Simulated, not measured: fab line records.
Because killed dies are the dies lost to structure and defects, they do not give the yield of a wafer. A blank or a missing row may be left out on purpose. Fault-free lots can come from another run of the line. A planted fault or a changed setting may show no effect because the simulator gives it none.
Which tool is to blame? || flow sky130 || Sampling: 10 lots, 29 wafers, 5 of 708 route steps

WHAT THE GAUGES SHOWED, per wafer
SKY_LI_CONTACT_BOW_MEAS_03. Usual: LI_CONTACT_BOW 56 um, standard deviation 6.9.
{"lot": "L228", "measured": "day 27 16:52", "on": "film_metro-04", "LI_CONTACT_BOW (um)": "53 59 51", "flag": ""}
{"lot": "L229", "measured": "day 28 01:43", "on": "film_metro-02", "LI_CONTACT_BOW (um)": "54 49 63", "flag": ""}
{"lot": "L230", "measured": "day 28 20:10", "on": "film_metro-03", "LI_CONTACT_BOW (um)": "51 57 60", "flag": ""}
{"lot": "L232", "measured": "day 29 07:13", "on": "film_metro-02", "LI_CONTACT_BOW (um)": "53 58", "flag": ""}
{"lot": "L241", "measured": "day 32 08:28", "on": "film_metro-04", "LI_CONTACT_BOW (um)": "53 70 61", "flag": ""}
{"lot": "L242", "measured": "day 32 22:06", "on": "film_metro-02", "LI_CONTACT_BOW (um)": "56 50 62", "flag": ""}
{"lot": "L243", "measured": "day 33 00:40", "on": "film_metro-03", "LI_CONTACT_BOW (um)": "54 62 52", "flag": ""}
{"lot": "L244", "measured": "day 33 05:34", "on": "film_metro-02", "LI_CONTACT_BOW (um)": "61 72 69", "flag": ""}
{"lot": "L249", "measured": "day 35 07:05", "on": "film_metro-04", "LI_CONTACT_BOW (um)": "39 39 58", "flag": ""}
{"lot": "L251", "measured": "day 35 14:47", "on": "film_metro-02", "LI_CONTACT_BOW (um)": "47 54 48", "flag": ""}

SKY_LOCAL_INTERCONNECT_RS_MEAS_01: a four-point-probe measurement. Usual: LOCAL_INTERCONNECT_TIN_RS 14.16 ohm/sq, standard deviation 0.14.
{"lot": "L228", "measured": "day 28 23:49", "on": "film_metro-01", "LOCAL_INTERCONNECT_TIN_RS (ohm/sq)": "14.22 14.10 14.24", "flag": ""}
{"lot": "L229", "measured": "day 29 07:34", "on": "film_metro-01", "LOCAL_INTERCONNECT_TIN_RS (ohm/sq)": "14.10 14.08 14.08", "flag": ""}
{"lot": "L230", "measured": "day 30 01:56", "on": "film_metro-02", "LOCAL_INTERCONNECT_TIN_RS (ohm/sq)": "13.93 14.08 14.08", "flag": ""}
{"lot": "L232", "measured": "day 30 12:49", "on": "film_metro-03", "LOCAL_INTERCONNECT_TIN_RS (ohm/sq)": "14.27 13.19", "flag": "OFF"}
{"lot": "L241", "measured": "day 33 12:44", "on": "film_metro-01", "LOCAL_INTERCONNECT_TIN_RS (ohm/sq)": "14.18 14.17 14.25", "flag": ""}
{"lot": "L242", "measured": "day 34 02:21", "on": "film_metro-03", "LOCAL_INTERCONNECT_TIN_RS (ohm/sq)": "14.25 14.10 14.25", "flag": ""}
{"lot": "L243", "measured": "day 34 04:35", "on": "film_metro-03", "LOCAL_INTERCONNECT_TIN_RS (ohm/sq)": "14.40 14.40 14.44", "flag": ""}
{"lot": "L244", "measured": "day 34 08:37", "on": "film_metro-03", "LOCAL_INTERCONNECT_TIN_RS (ohm/sq)": "14.22 14.08 14.10", "flag": ""}
{"lot": "L249", "measured": "day 36 10:19", "on": "film_metro-02", "LOCAL_INTERCONNECT_TIN_RS (ohm/sq)": "13.99 14.12 14.14", "flag": ""}
{"lot": "L251", "measured": "day 36 18:23", "on": "film_metro-02", "LOCAL_INTERCONNECT_TIN_RS (ohm/sq)": "14.33 14.33 14.24", "flag": ""}

SKY_LOCAL_INTERCONNECT_THK_MEAS_02: measures by xrf. Usual: LOCAL_INTERCONNECT_TIN_THK 100.6 nm, standard deviation 0.98.
{"lot": "L228", "measured": "day 28 23:55", "on": "film_metro-01", "LOCAL_INTERCONNECT_TIN_THK (nm)": "99.4 100.1 99.7", "flag": ""}
{"lot": "L229", "measured": "day 29 07:41", "on": "film_metro-01", "LOCAL_INTERCONNECT_TIN_THK (nm)": "100.5 101.0 100.2", "flag": ""}
{"lot": "L230", "measured": "day 30 02:02", "on": "film_metro-02", "LOCAL_INTERCONNECT_TIN_THK (nm)": "102.5 100.6 101.2", "flag": ""}
{"lot": "L232", "measured": "day 30 12:56", "on": "film_metro-03", "LOCAL_INTERCONNECT_TIN_THK (nm)": "100.6 108.5", "flag": "OFF"}
{"lot": "L241", "measured": "day 33 12:51", "on": "film_metro-01", "LOCAL_INTERCONNECT_TIN_THK (nm)": "100.1 100.0 99.4", "flag": ""}
{"lot": "L242", "measured": "day 34 02:28", "on": "film_metro-03", "LOCAL_INTERCONNECT_TIN_THK (nm)": "100.1 101.2 100.5", "flag": ""}
{"lot": "L243", "measured": "day 34 04:43", "on": "film_metro-03", "LOCAL_INTERCONNECT_TIN_THK (nm)": "99.4 99.4 99.3", "flag": ""}
{"lot": "L244", "measured": "day 34 08:43", "on": "film_metro-03", "LOCAL_INTERCONNECT_TIN_THK (nm)": "100.5 101.6 101.7", "flag": ""}
{"lot": "L249", "measured": "day 36 10:26", "on": "film_metro-02", "LOCAL_INTERCONNECT_TIN_THK (nm)": "101.7 100.6 100.8", "flag": ""}
{"lot": "L251", "measured": "day 36 18:31", "on": "film_metro-02", "LOCAL_INTERCONNECT_TIN_THK (nm)": "99.0 99.4 100.0", "flag": ""}

WHICH TOOL RAN EACH LOT (tool, then ch and the chambers of the sampled wafers, then the start)
{"lot": "L228", "SKY_SPACER_ETCHBACK_02": "rie_diel-01 ch 1,2,3, day 22 16:05", "SKY_LOCAL_INTERCONNECT_SPUTTER_00": "pvd_sputter-02, day 28 23:44"}
{"lot": "L229", "SKY_SPACER_ETCHBACK_02": "rie_diel-02 ch 0,2,3, day 23 01:31", "SKY_LOCAL_INTERCONNECT_SPUTTER_00": "pvd_sputter-02, day 29 07:30"}
{"lot": "L230", "SKY_SPACER_ETCHBACK_02": "rie_diel-01 ch 0,2,3, day 23 21:29", "SKY_LOCAL_INTERCONNECT_SPUTTER_00": "pvd_sputter-04, day 30 01:50"}
{"lot": "L232", "SKY_SPACER_ETCHBACK_02": "rie_diel-02 ch 2,3, day 24 09:22", "SKY_LOCAL_INTERCONNECT_SPUTTER_00": "pvd_sputter-02, day 30 12:46"}
{"lot": "L241", "SKY_SPACER_ETCHBACK_02": "rie_diel-02 ch 0,1,3, day 27 14:19", "SKY_LOCAL_INTERCONNECT_SPUTTER_00": "pvd_sputter-01, day 33 12:40"}
{"lot": "L242", "SKY_SPACER_ETCHBACK_02": "rie_diel-02 ch 1,2,3, day 28 04:53", "SKY_LOCAL_INTERCONNECT_SPUTTER_00": "pvd_sputter-02, day 34 02:17"}
{"lot": "L243", "SKY_SPACER_ETCHBACK_02": "rie_diel-04 ch 1,2,3, day 28 07:24", "SKY_LOCAL_INTERCONNECT_SPUTTER_00": "pvd_sputter-02, day 34 04:31"}
{"lot": "L244", "SKY_SPACER_ETCHBACK_02": "rie_diel-04 ch 0,1,2, day 28 11:32", "SKY_LOCAL_INTERCONNECT_SPUTTER_00": "pvd_sputter-02, day 34 08:31"}
{"lot": "L249", "SKY_SPACER_ETCHBACK_02": "rie_diel-04 ch 0,1,3, day 30 18:07", "SKY_LOCAL_INTERCONNECT_SPUTTER_00": "pvd_sputter-01, day 36 10:14"}
{"lot": "L251", "SKY_SPACER_ETCHBACK_02": "rie_diel-01 ch 1,2, day 31 03:44", "SKY_LOCAL_INTERCONNECT_SPUTTER_00": "pvd_sputter-04, day 36 18:20"}
- SKY_SPACER_ETCHBACK_02: etches Si3N4 in CH3F/O2, stops on SiO2, time 46.7 s, target depth 45 nm.
- SKY_LOCAL_INTERCONNECT_SPUTTER_00: material TiN, target thk 100 nm, time 83.3 s.

AS READ BY THE TOOLS THEMSELVES (means over the sampled wafers that have a number; for cases with no such wafer, the mark the record gives instead)
SKY_SPACER_ETCHBACK_02. Usual: chamber_pressure_mTorr 25.000 mTorr, standard deviation 0.024; drypump_motor_current_A 5.7 A, standard deviation 0.35; oes_product_au 0.855 a.u., standard deviation 0.006; throttle_valve_pct 10.563 %, standard deviation 0.0086.
{"lot": "L228", "tool": "rie_diel-01", "chamber_pressure_mTorr (mTorr)": 25.018, "drypump_motor_current_A (A)": 5.6, "oes_product_au (a.u.)": 0.861, "throttle_valve_pct (%)": 10.568, "flag": ""}
{"lot": "L229", "tool": "rie_diel-02", "chamber_pressure_mTorr (mTorr)": 24.981, "drypump_motor_current_A (A)": 5.4, "oes_product_au (a.u.)": 0.857, "throttle_valve_pct (%)": 10.559, "flag": ""}
{"lot": "L230", "tool": "rie_diel-01", "chamber_pressure_mTorr (mTorr)": 24.985, "drypump_motor_current_A (A)": 6.0, "oes_product_au (a.u.)": 0.856, "throttle_valve_pct (%)": 10.555, "flag": ""}
{"lot": "L232", "tool": "rie_diel-02", "chamber_pressure_mTorr (mTorr)": 24.997, "drypump_motor_current_A (A)": 5.4, "oes_product_au (a.u.)": 0.868, "throttle_valve_pct (%)": 10.563, "flag": ""}
{"lot": "L241", "tool": "rie_diel-02", "chamber_pressure_mTorr (mTorr)": 24.987, "drypump_motor_current_A (A)": 5.5, "oes_product_au (a.u.)": 0.851, "throttle_valve_pct (%)": 10.558, "flag": ""}
{"lot": "L242", "tool": "rie_diel-02", "chamber_pressure_mTorr (mTorr)": 25.000, "drypump_motor_current_A (A)": 5.5, "oes_product_au (a.u.)": 0.855, "throttle_valve_pct (%)": 10.563, "flag": ""}
{"lot": "L243", "tool": "rie_diel-04", "chamber_pressure_mTorr (mTorr)": 25.000, "drypump_motor_current_A (A)": 5.7, "oes_product_au (a.u.)": 0.848, "throttle_valve_pct (%)": 10.559, "flag": ""}
{"lot": "L244", "tool": "rie_diel-04", "chamber_pressure_mTorr (mTorr)": 24.980, "drypump_motor_current_A (A)": 5.7, "oes_product_au (a.u.)": 0.855, "throttle_valve_pct (%)": 10.558, "flag": ""}
{"lot": "L249", "tool": "rie_diel-04", "chamber_pressure_mTorr (mTorr)": 25.013, "drypump_motor_current_A (A)": 6.0, "oes_product_au (a.u.)": 0.855, "throttle_valve_pct (%)": 10.558, "flag": ""}
{"lot": "L251", "tool": "rie_diel-01", "chamber_pressure_mTorr (mTorr)": 25.008, "drypump_motor_current_A (A)": 5.4, "oes_product_au (a.u.)": 0.855, "throttle_valve_pct (%)": 10.572, "flag": ""}

SKY_LOCAL_INTERCONNECT_SPUTTER_00. Usual: 29.9 % for throttle_valve_pct, sd 0.92.
{"lot": "L228", "tool": "pvd_sputter-02", "throttle_valve_pct (%)": 30.7, "flag": ""}
{"lot": "L229", "tool": "pvd_sputter-02", "throttle_valve_pct (%)": 30.5, "flag": ""}
{"lot": "L230", "tool": "pvd_sputter-04", "throttle_valve_pct (%)": 29.2, "flag": ""}
{"lot": "L232", "tool": "pvd_sputter-02", "throttle_valve_pct (%)": 29.9, "flag": ""}
{"lot": "L241", "tool": "pvd_sputter-01", "throttle_valve_pct (%)": 28.9, "flag": ""}
{"lot": "L242", "tool": "pvd_sputter-02", "throttle_valve_pct (%)": 29.9, "flag": ""}
{"lot": "L243", "tool": "pvd_sputter-02", "throttle_valve_pct (%)": 29.8, "flag": ""}
{"lot": "L244", "tool": "pvd_sputter-02", "throttle_valve_pct (%)": 29.6, "flag": ""}
{"lot": "L249", "tool": "pvd_sputter-01", "throttle_valve_pct (%)": 29.3, "flag": ""}
{"lot": "L251", "tool": "pvd_sputter-04", "throttle_valve_pct (%)": 28.9, "flag": ""}

THE ANSWER, worked out from the rows above alone
Rule: a lot counts as off when the mean over its wafers that have a number is more than 3 standard deviations away from the usual mean. A lot without any number at a reading at which 4 lots or more have one is off too. Any other lot the step has rows for is counted as sound. Order of review: gauges by route order, followed by the tools' own readings, for which a lot's mean as printed above is used. At the first step where some lot is off, the reading lying furthest off is the one used; lots without a number count as furthest.
Off: L232, at SKY_LOCAL_INTERCONNECT_RS_MEAS_01 (LOCAL_INTERCONNECT_TIN_RS).
If a tool, at a process step before that reading, ran all the lots that are off and no sound lot after the first of them, it fits. Gauges at SKY_LOCAL_INTERCONNECT_RS_MEAS_01: tried the same way as those tools. Not one of the candidates tried fits.

WHAT THE SIMULATOR PUT IN
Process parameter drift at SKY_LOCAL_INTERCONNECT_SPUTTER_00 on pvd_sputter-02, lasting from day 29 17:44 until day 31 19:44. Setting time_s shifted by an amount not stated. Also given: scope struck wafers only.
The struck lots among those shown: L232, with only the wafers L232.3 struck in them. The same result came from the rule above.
